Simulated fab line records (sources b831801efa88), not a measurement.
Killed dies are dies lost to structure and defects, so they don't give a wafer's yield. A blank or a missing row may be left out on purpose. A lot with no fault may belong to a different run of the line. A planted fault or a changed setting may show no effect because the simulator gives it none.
Which of the tools did it?    flow sky130    13 lots with 39 wafers sampled at 5 steps, on a route of 708 steps

WHAT THE GAUGES READ, wafer by wafer
SKY_PWDE_TW_MEAS_10.
lot   measured     on             PWDE_TW
L350  day 3 17:25  film-metro-03  373.8 372.5 370.4
L351  day 4 04:13  film-metro-03  371.9 370.6 371.5
L352  day 4 09:50  film-metro-03  373.1 372.0 372.8
L355  day 5 01:09  film-metro-03  375.2 376.1 376.1
L357  day 5 11:27  film-metro-03  375.9 377.2 374.6
L364  day 7 07:37  film-metro-03  374.3 372.0 374.2
L366  day 7 18:33  film-metro-02  374.6 376.2 374.4
L367  day 8 02:14  film-metro-04  375.2 375.9 377.3
L368  day 8 06:35  film-metro-04  375.8 375.4 375.1
L369  day 8 08:13  film-metro-04  378.2 379.3 378.5
L370  day 8 14:29  film-metro-02  372.3 373.6 373.8
L372  day 8 23:41  film-metro-04  377.9 378.6 379.0
L373  day 9 07:04  film-metro-02  371.1 371.7 373.3

SKY_VT_ADJUST_LVTN_TW_MEAS_21.
lot   measured      on             VT_ADJUST_LVTN_2_TW
L350  day 7 12:43   film-metro-01  189.4 190.0 190.8
L351  day 8 01:13   film-metro-01  190.1 190.2 189.7
L352  day 8 08:33   film-metro-01  190.7 190.6 190.3
L355  day 9 03:20   film-metro-01  30.3 30.4 30.2
L357  day 9 15:04   film-metro-03  188.2 188.3 188.9
L364  day 11 22:25  film-metro-01  191.2 189.9 190.2
L366  day 12 13:08  film-metro-03  187.6 186.8 188.1
L367  day 12 20:27  film-metro-01  188.3 189.4 189.6
L368  day 13 02:05  film-metro-01  191.2 191.1 189.8
L369  day 13 03:04  film-metro-01  190.8 190.9 190.8
L370  day 13 14:38  film-metro-02  190.7 190.2 191.0
L372  day 13 23:02  film-metro-02  191.1 191.1 189.2
L373  day 14 06:40  film-metro-02  188.7 189.5 189.7

SKY_SD_P_OVL_MEAS_08.
lot   measured      on          SD_P_OVL (nm)
L350  day 25 03:58  overlay-02  0.7 0.3 0.0
L351  day 25 15:11  overlay-01  1.9 1.5 -0.5
L352  day 26 15:26  overlay-01  -0.9 -1.0 -1.0
L355  day 27 05:11  overlay-01  -2.9 -1.6 -0.4
L357  day 27 22:26  overlay-02  1.3 0.9 1.3
L364  day 30 15:38  overlay-02  0.9 3.5 1.3
L366  day 31 09:20  overlay-02  -1.9 -1.6 -2.8
L367  day 32 06:02  overlay-01  -3.2 -0.8 -0.8
L368  day 32 07:33  overlay-01  0.0 0.7 -0.1
L369  day 32 07:55  overlay-02  -2.0 -0.8 -2.4
L370  day 32 09:53  overlay-01  -3.3 -1.3 -2.1
L372  day 32 19:39  overlay-02  -1.6 1.0 1.0
L373  day 33 07:17  overlay-02  -2.3 -1.1 -1.9

WHICH TOOL RAN EACH LOT (tool, then ch and the chambers of the sampled wafers, then the start)
lot   SKY_VT_ADJUST_LVTN_STRIP_09           SKY_VT_ADJUST_LVTN_STRIP_20
L350  plasma-asher-02 ch 0,1, day 6 16:55   plasma-asher-02 ch 0, day 7 12:37
L351  plasma-asher-02 ch 0, day 7 04:49     plasma-asher-04 ch 0,1, day 8 01:07
L352  plasma-asher-02 ch 0,1, day 7 11:41   plasma-asher-02 ch 0,1, day 8 08:28
L355  plasma-asher-01 ch 0,1, day 8 06:02   plasma-asher-04 ch 0,1, day 9 03:14
L357  plasma-asher-04 ch 0,1, day 8 17:49   plasma-asher-01 ch 0,1, day 9 14:58
L364  plasma-asher-01 ch 0,1, day 10 22:28  plasma-asher-04 ch 0,1, day 11 22:19
L366  plasma-asher-01 ch 0, day 11 12:04    plasma-asher-04 ch 0,1, day 12 13:02
L367  plasma-asher-02 ch 0,1, day 11 19:11  plasma-asher-02 ch 0,1, day 12 20:22
L368  plasma-asher-04 ch 0,1, day 12 01:19  plasma-asher-02 ch 0,1, day 13 01:59
L369  plasma-asher-02 ch 0,1, day 12 01:28  plasma-asher-02 ch 1, day 13 02:58
L370  plasma-asher-04 ch 0,1, day 12 12:46  plasma-asher-04 ch 0,1, day 13 14:33
L372  plasma-asher-02 ch 1, day 12 20:46    plasma-asher-02 ch 0,1, day 13 22:56
L373  plasma-asher-02 ch 0,1, day 13 04:22  plasma-asher-01 ch 0,1, day 14 06:34
- SKY_VT_ADJUST_LVTN_STRIP_09: strips in O2/N2.
- SKY_VT_ADJUST_LVTN_STRIP_20: strips in O2/N2.

WHAT THE TOOLS THEMSELVES READ (means of the sampled wafers that have a number; where no wafer has one, the mark that the record gives instead)
SKY_VT_ADJUST_LVTN_STRIP_09.
lot   tool             chamber-pressure-mTorr (mTorr)  drypump-motor-current-A (A)  oes-product-au (a.u.)  strip-time-to-endpoint-s (s)
L350  plasma-asher-02  1499.7                          6.4                          0.721                  37.06
L351  plasma-asher-02  1499.6                          6.4                          0.728                  37.06
L352  plasma-asher-02  1500.3                          6.3                          0.727                  36.98
L355  plasma-asher-01  1499.8                          5.6                          0.953                  -
L357  plasma-asher-04  1499.1                          5.1                          0.722                  37.11
L364  plasma-asher-01  1501.3                          5.9                          0.719                  37.00
L366  plasma-asher-01  1499.8                          6.1                          0.722                  36.98
L367  plasma-asher-02  1500.4                          6.3                          0.726                  37.14
L368  plasma-asher-04  1490.9                          5.1                          0.722                  37.10
L369  plasma-asher-02  1500.1                          6.3                          0.720                  37.04
L370  plasma-asher-04  1501.2                          5.1                          0.722                  37.05
L372  plasma-asher-02  1499.2                          6.3                          0.721                  36.89
L373  plasma-asher-02  1501.3                          6.3                          0.722                  37.05

SKY_VT_ADJUST_LVTN_STRIP_20.
lot   tool             chamber-pressure-mTorr (mTorr)  drypump-motor-current-A (A)  oes-product-au (a.u.)  strip-time-to-endpoint-s (s)
L350  plasma-asher-02  1499.4                          6.4                          0.720                  14.16
L351  plasma-asher-04  1499.1                          5.1                          0.717                  14.17
L352  plasma-asher-02  1500.1                          6.4                          0.721                  14.22
L355  plasma-asher-04  1499.4                          5.1                          0.713                  26.22
L357  plasma-asher-01  1499.1                          5.9                          0.718                  14.15
L364  plasma-asher-04  1500.0                          5.1                          0.715                  14.20
L366  plasma-asher-04  1502.3                          5.1                          0.715                  14.16
L367  plasma-asher-02  1500.8                          6.4                          0.714                  14.15
L368  plasma-asher-02  1498.9                          6.3                          0.716                  14.12
L369  plasma-asher-02  1498.8                          6.3                          0.717                  14.22
L370  plasma-asher-04  1500.1                          5.1                          0.714                  14.20
L372  plasma-asher-02  1500.3                          6.4                          0.716                  14.20
L373  plasma-asher-01  1500.0                          5.9                          0.713                  14.16

THE ANSWER, worked out from the rows above alone
Rule: usual is defined by the lots themselves. Put in order of their means at a reading, lots are off if they are a third of the lots or fewer, leave a main group of 4 or more, and stand apart from it by a gap of 3 or more times the standard deviation of the main group's means; of several such gaps the widest counts. If all means in a main group match to the digits the tables above print for the reading, that group is not used. Also off: a lot with no number at a reading for which 4 or more lots have one. All remaining lots with rows at the step are treated as sound. After the gauges, taken in route order, come the tools' own readings; for these a lot's mean is taken, as printed above. At the first step where some lot is off, the reading lying furthest off is the one used; lots without a number count as furthest.
Off: at SKY_VT_ADJUST_LVTN_TW_MEAS_21 (VT_ADJUST_LVTN_2_TW), L355. Mean 189.8 and standard deviation 0.99 in the main group.
A tool fits if, at a process step before that reading, it ran every lot that is off, and no sound lot after the first of them. Not tried: the gauges at SKY_VT_ADJUST_LVTN_TW_MEAS_21; whatever is off there is also off at SKY_VT_ADJUST_LVTN_STRIP_09, on other tools, and gauge error can't account for it. Not one of the candidates tried fits.

WHAT HAD BEEN PUT IN BY THE SIMULATOR
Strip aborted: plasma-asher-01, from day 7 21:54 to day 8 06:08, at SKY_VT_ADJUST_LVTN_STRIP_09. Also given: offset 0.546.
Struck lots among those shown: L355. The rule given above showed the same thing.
